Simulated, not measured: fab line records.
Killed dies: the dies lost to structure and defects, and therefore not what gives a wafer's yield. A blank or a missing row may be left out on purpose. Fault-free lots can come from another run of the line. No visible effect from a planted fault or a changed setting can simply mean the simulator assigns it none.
Which of the tools did it? + flow sky130 + 24 lots with 72 wafers sampled at 2 steps, on a route of 708 steps

WHAT THE GAUGES READ, wafer by wafer
SKY_METAL1_CD_MEAS_15: target cd 140 nm.
| lot  | measured     | on        | cd_nm (nm)        |
|------|--------------|-----------|-------------------|
| L075 | day 32 14:37 | cd_sem-01 | 142.9 141.5 141.5 |
| L074 | day 32 14:56 | cd_sem-02 | 139.2 142.0 139.9 |
| L076 | day 34 08:56 | cd_sem-01 | 139.8 138.2 139.6 |
| L077 | day 34 09:17 | cd_sem-02 | 138.7 138.3 138.7 |
| L078 | day 37 14:45 | cd_sem-01 | 140.8 140.3 142.4 |
| L079 | day 37 15:54 | cd_sem-01 | 138.6 139.1 139.7 |
| L080 | day 37 16:52 | cd_sem-01 | 141.7 141.4 141.9 |
| L083 | day 37 17:41 | cd_sem-01 | 140.0 140.2 140.8 |
| L085 | day 37 18:05 | cd_sem-01 | 141.4 140.9 141.2 |
| L081 | day 37 19:23 | cd_sem-02 | 138.5 138.6 139.8 |
| L084 | day 37 19:46 | cd_sem-02 | 139.5 140.3 140.1 |
| L082 | day 37 20:13 | cd_sem-02 | 139.4 140.3 140.7 |
| L086 | day 37 22:42 | cd_sem-01 | 141.3 140.7 140.0 |
| L088 | day 38 01:35 | cd_sem-02 | 138.2 138.7 138.1 |
| L087 | day 38 02:42 | cd_sem-01 | 136.5 137.0 137.3 |
| L089 | day 38 03:24 | cd_sem-01 | 140.4 139.7 139.4 |
| L090 | day 38 04:55 | cd_sem-01 | 137.3 139.8 138.8 |
| L091 | day 38 05:15 | cd_sem-02 | 139.1 139.1 138.8 |
| L092 | day 38 06:36 | cd_sem-01 | 139.4 139.8 140.4 |
| L093 | day 38 15:10 | cd_sem-01 | 137.3 140.3 138.0 |
| L094 | day 38 16:56 | cd_sem-01 | 137.6 138.7 137.4 |
| L095 | day 38 20:18 | cd_sem-02 | 142.4 142.4 141.9 |
| L096 | day 39 03:16 | cd_sem-01 | 141.6 141.2 141.7 |
| L097 | day 39 21:23 | cd_sem-01 | 139.6 140.7 140.5 |

SKY_METAL1_OVL_MEAS_16.
| lot  | measured     | on         | METAL1_OVL (nm) |
|------|--------------|------------|-----------------|
| L075 | day 32 14:43 | overlay-02 | 1 2 -2          |
| L074 | day 32 15:04 | overlay-01 | 12 10 7         |
| L076 | day 34 09:04 | overlay-01 | 9 11 9          |
| L077 | day 34 09:25 | overlay-02 | -7 -1 -6        |
| L078 | day 37 14:52 | overlay-01 | -2 0 -3         |
| L079 | day 37 16:01 | overlay-02 | -8 0 -7         |
| L080 | day 37 16:59 | overlay-02 | -1 9 5          |
| L083 | day 37 17:49 | overlay-02 | -1 -3 3         |
| L085 | day 37 18:10 | overlay-02 | -5 -4 -9        |
| L081 | day 37 19:31 | overlay-02 | -3 2 -2         |
| L084 | day 37 19:53 | overlay-02 | -11 -10 -6      |
| L082 | day 37 20:20 | overlay-02 | 4 4 0           |
| L086 | day 37 22:49 | overlay-01 | -1 -2 -2        |
| L088 | day 38 01:41 | overlay-02 | 5 -6 2          |
| L087 | day 38 02:49 | overlay-02 | 12 13 15        |
| L089 | day 38 03:31 | overlay-02 | -1 3 3          |
| L090 | day 38 05:02 | overlay-02 | -7 -3 0         |
| L091 | day 38 05:22 | overlay-01 | 1 2 6           |
| L092 | day 38 06:43 | overlay-02 | 2 0 -3          |
| L093 | day 38 15:16 | overlay-02 | 7 10 10         |
| L094 | day 38 17:04 | overlay-01 | 6 9 5           |
| L095 | day 38 20:25 | overlay-02 | -4 0 -2         |
| L096 | day 39 03:23 | overlay-02 | 5 7 6           |
| L097 | day 39 21:28 | overlay-01 | 3 0 5           |

TOOL THAT RAN EACH LOT (tool first, then ch and the chambers of the sampled wafers, then the start)
Record: no process step prior to these readings.

WHAT THE TOOLS THEMSELVES READ (means of the sampled wafers that have a number; where no wafer has one, the mark that the record gives instead)
The record holds no such reading with a usual standard deviation.

THE ANSWER, worked out from the rows above alone
Rule: usual is defined by the lots themselves. Put in order of their means at a reading, lots are off if they are a third of the lots or fewer, leave a main group of 4 or more, and stand apart from it by a gap of 3 or more times the standard deviation of the main group's means; of several such gaps the widest counts. A main group is skipped when, at the precision printed for the reading in the tables above, its means are all equal. Also off: a lot with no number at a reading for which 4 or more lots have one. The other lots that the step has rows for count as sound. After the gauges, taken in route order, come the tools' own readings; for these a lot's mean is taken, as printed above. At the first step where some lot is off, the reading lying furthest off is the one used; lots without a number count as furthest.
No lot is off on any of the readings shown, so nothing can be concluded from this.

WHAT THE SIMULATOR HAD INSERTED
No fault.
